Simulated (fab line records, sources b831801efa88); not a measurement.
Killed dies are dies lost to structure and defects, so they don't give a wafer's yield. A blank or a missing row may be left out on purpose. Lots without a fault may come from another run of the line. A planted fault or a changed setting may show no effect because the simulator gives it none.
One fault seen from 2 desks | flow sky130 | each desk has only its own numbers; what lay behind them comes last

THE METROLOGY DESK
What the gauges read, lot by lot, whatever tool the lot ran on: means of the sampled wafers that have a number. A lot is out of limits, marked OUT, if its mean lies more than 4 standard deviations from the usual mean; the brackets give that distance.
Columns: A = VIA4_HDPCVD_THK at SKY_VIA4_THK_MEAS_01, usual 1749 nm
lot  | first seen here | A
L330 | day 42 04:25    | 1748
L333 | day 42 16:28    | 1745
L332 | day 42 17:28    | 1757
L334 | day 42 23:50    | 1749
L335 | day 43 15:03    | 1755
L337 | day 43 18:55    | 1754
L338 | day 44 03:47    | 1773
L341 | day 44 19:08    | 1744
L342 | day 45 08:25    | 1769
L343 | day 45 16:13    | 1746
L344 | day 46 00:16    | 1753
L345 | day 46 00:56    | 1763
This desk's finding: nothing out of limits on any of the 12 lots.

THE TOOL OWNER'S DESK: pvd_sputter-04
The tool's own readings at SKY_METAL2_SPUTTER_04 (material TiN, target thk 70 nm, time 58.3 s): means of the sampled wafers that have a number, for each lot that ran on this tool. A lot is out of limits, marked OUT, if its mean lies more than 4 standard deviations from the usual mean; the brackets give that distance.
Columns: A = cathode_dc_power_W at SKY_METAL2_SPUTTER_04, usual 6499.9 W; B = throttle_valve_pct at SKY_METAL2_SPUTTER_04, usual 30.5 %
lot  | first seen here | A      | B
L330 | day 34 12:30    | 6501.2 | 31.6
L333 | day 35 01:05    | 6499.7 | 31.1
L332 | day 35 02:13    | 6500.1 | 31.2
L334 | day 35 09:19    | 6498.6 | 30.6
L338 | day 36 15:30    | 6500.1 | 31.3
L341 | day 37 10:17    | 6499.3 | 31.0
L342 | day 37 22:47    | 6500.3 | 31.2
L343 | day 38 07:19    | 6499.2 | 31.4
L344 | day 38 19:21    | 6499.4 | 31.3
This desk's finding: nothing out of limits on any of the 9 lots.

PUT TOGETHER
The metrology desk saw nothing out of limits.
The tool owner's desk saw nothing out of limits.

WHAT THE SIMULATOR HAD PUT IN
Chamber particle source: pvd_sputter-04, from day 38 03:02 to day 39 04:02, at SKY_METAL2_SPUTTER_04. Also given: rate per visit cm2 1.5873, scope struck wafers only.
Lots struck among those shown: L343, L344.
